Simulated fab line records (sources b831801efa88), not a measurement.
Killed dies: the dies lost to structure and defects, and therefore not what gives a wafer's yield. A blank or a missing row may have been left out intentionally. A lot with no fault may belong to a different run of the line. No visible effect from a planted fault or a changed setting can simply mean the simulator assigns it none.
One fault seen from 2 desks || flow sfq_line || each desk holds nothing but its own numbers, with what lay behind them at the end

## TOOL OWNER'S DESK, litho_track-04
The tool's own readings at SFQ_TRILAYER_M6_LITHO_PEB_162 (peb time 60 s): means of the sampled wafers that have a number, for each lot that ran on this tool. A lot is out of limits, marked OUT, if its mean lies more than 4 standard deviations from the usual mean; the brackets give that distance.
Columns: A = heater_power_total_W at SFQ_TRILAYER_M6_LITHO_PEB_162, usual 79.15 W
{"lot": "L875", "first seen here": "day 60 11:41", "A": 79.16}
{"lot": "L884", "first seen here": "day 62 21:53", "A": "81.95 (+45) OUT"}
{"lot": "L886", "first seen here": "day 63 07:28", "A": "80.12 (+15) OUT"}
{"lot": "L887", "first seen here": "day 63 13:32", "A": "80.65 (+24) OUT"}
This desk finds L884, L886, L887 out of limits, L884 being first, at day 62 21:53 (heater_power_total_W at SFQ_TRILAYER_M6_LITHO_PEB_162). L875 stayed within limits.

## AT THE METROLOGY DESK
What the gauges read for every lot (on any tool): the sampled wafers with a number, averaged. A lot is out of limits, marked OUT, if its mean lies more than 4 standard deviations from the usual mean; the brackets give that distance.
Columns: A = M6_NB_RS at SFQ_M6_RS_MEAS_938, usual 0.895 ohm/sq; B = M6_OVL at SFQ_M6_OVL_MEAS_940, usual -1 nm
{"lot": "L875", "first seen here": "day 59 01:43", "A": 0.896, "B": 7}
{"lot": "L877", "first seen here": "day 59 15:06", "A": 0.895, "B": -14}
{"lot": "L884", "first seen here": "day 61 19:06", "A": 0.893, "B": -1}
{"lot": "L886", "first seen here": "day 62 05:53", "A": 0.896, "B": 7}
{"lot": "L887", "first seen here": "day 62 14:56", "A": 0.893, "B": 4}
{"lot": "L891", "first seen here": "day 63 14:21", "A": 0.880, "B": -7}
{"lot": "L892", "first seen here": "day 63 20:58", "A": 0.883, "B": 8}
This desk's finding: nothing out of limits on any of the 7 lots.

## PUT TOGETHER
The tool owner's desk could have raised an alarm at day 62 21:53, on L884, L886, L887.
Metrology desk: nothing out of limits seen.
The metrology desk holds a record of L884, L886, L887, inside its limits.
SFQ_TRILAYER_M6_LITHO_PEB_162 was run on litho_track-04 by each of the lots named.

## WHAT WAS PUT IN BY THE SIMULATOR
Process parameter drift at SFQ_TRILAYER_M6_LITHO_PEB_162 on litho_track-04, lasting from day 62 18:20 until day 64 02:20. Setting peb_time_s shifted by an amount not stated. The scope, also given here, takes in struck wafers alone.
Struck lots among those shown: L884, L886, L887.
Hours from the fault's start to each desk's first reading out of limits: the tool owner's desk, 4.
